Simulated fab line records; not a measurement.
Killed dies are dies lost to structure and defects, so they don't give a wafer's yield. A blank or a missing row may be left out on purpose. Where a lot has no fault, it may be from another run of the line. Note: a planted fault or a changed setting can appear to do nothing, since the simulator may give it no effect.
Problem report, 8D (eight disciplines) form, completed by code :: flow sfq line :: the parts of the form that need people (team, actions taken, sign-off) are left out

## 1. THE PROBLEM
Wafers without a fault read 495.3 W, standard deviation 2.5; rf fwd power W at SFQ_TRILAYER_I5_BARC_OPEN_VIA_ETCH_200 reads a mean of 575.2 W on 6 wafers belonging to 2 lots. Relative to the usual mean, that is a shift of +32 standard deviations.
The step: etches BARC in O2, target depth 125 nm, time 41.7 s.
First seen on wafer L677.1, day 66 23:34, on rie diel-03. The record has a number at this step for 18 wafers belonging to 6 lots. Rule for "out", or "out of limits": more than 4 standard deviations from the usual mean. Any other wafer with a number is counted as sound.

## 2. WHAT IT IS AND WHAT IT IS NOT
question: which readings at this step
is: rf fwd power W
is not: drypump motor current A, oes product au

question: which lots
is: L677, L679
is not: L670, L676, L683, L689

question: which wafers of those lots
is: all that have a number
is not: -

question: read on which tools
is: rie diel-03
is not: rie diel-01, rie diel-04

question: when
is: from day 66 23:34
is not: up to then (6 sound wafers); but 6 sound wafers of L683, L689 came after

## 3. WHAT RULES OUT EACH SUSPECT
Counting: any tool at a process step up to the reading is kept as a suspect provided that every lot that is out went through it and no sound lot did after the first of them.
- pecvd-01 at SFQ_TRILAYER_A5C_DEP_PECVD_142 (deposits SiO2 from SiH4/N2O, time 15.556 s, target thk 70 nm): ruled out as a lasting fault. The sound lots L683, L689 went through it after L677, its earliest lot that is out (day 62 02:50).
- rie diel-03 at SFQ_TRILAYER_I5_BARC_OPEN_VIA_ETCH_200 (etches BARC in O2, target depth 125 nm, time 41.7 s): kept. Every lot that is out went through it, starting with L677 (day 66 23:34), and after that it ran no sound lot; the last sound lot it ran before then is L670 (day 59 03:08). On those wafers its own readings are out: rf fwd power W.
Remaining after the count: rie diel-03 at SFQ_TRILAYER_I5_BARC_OPEN_VIA_ETCH_200.

## 4. THE CAUSE (what the simulator had put in)
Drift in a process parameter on rie diel-03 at SFQ_TRILAYER_I5_BARC_OPEN_VIA_ETCH_200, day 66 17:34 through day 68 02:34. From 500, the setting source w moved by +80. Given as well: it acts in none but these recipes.
Only this tool survived the counting.

## 5. THE EFFECT CHAIN, in route order
Each row: a reading where the mean over the struck wafers with a number is more than 3 standard deviations away from the usual. Only readings whose record carries a usual standard deviation are examined. hours: median over the lots of the time between each lot's start at the first step of this table that gives one and its start at this step. sigmas: the change, counted in usual standard deviations.
hours: 0
step: SFQ_TRILAYER_I5_BARC_OPEN_VIA_ETCH_200
reading: rf fwd power W
usual: 495.3 W
on struck wafers: 575.2
change: +79.9
sigmas: +32
Here are the process steps it includes:
- SFQ_TRILAYER_I5_BARC_OPEN_VIA_ETCH_200: etches BARC in O2, target depth 125 nm, time 41.7 s.

## 6. WHAT WOULD HAVE CAUGHT IT SOONER
6 hours passed between the start of the fault at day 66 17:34 and the first reading out of limits in this record, taken at day 66 23:34.
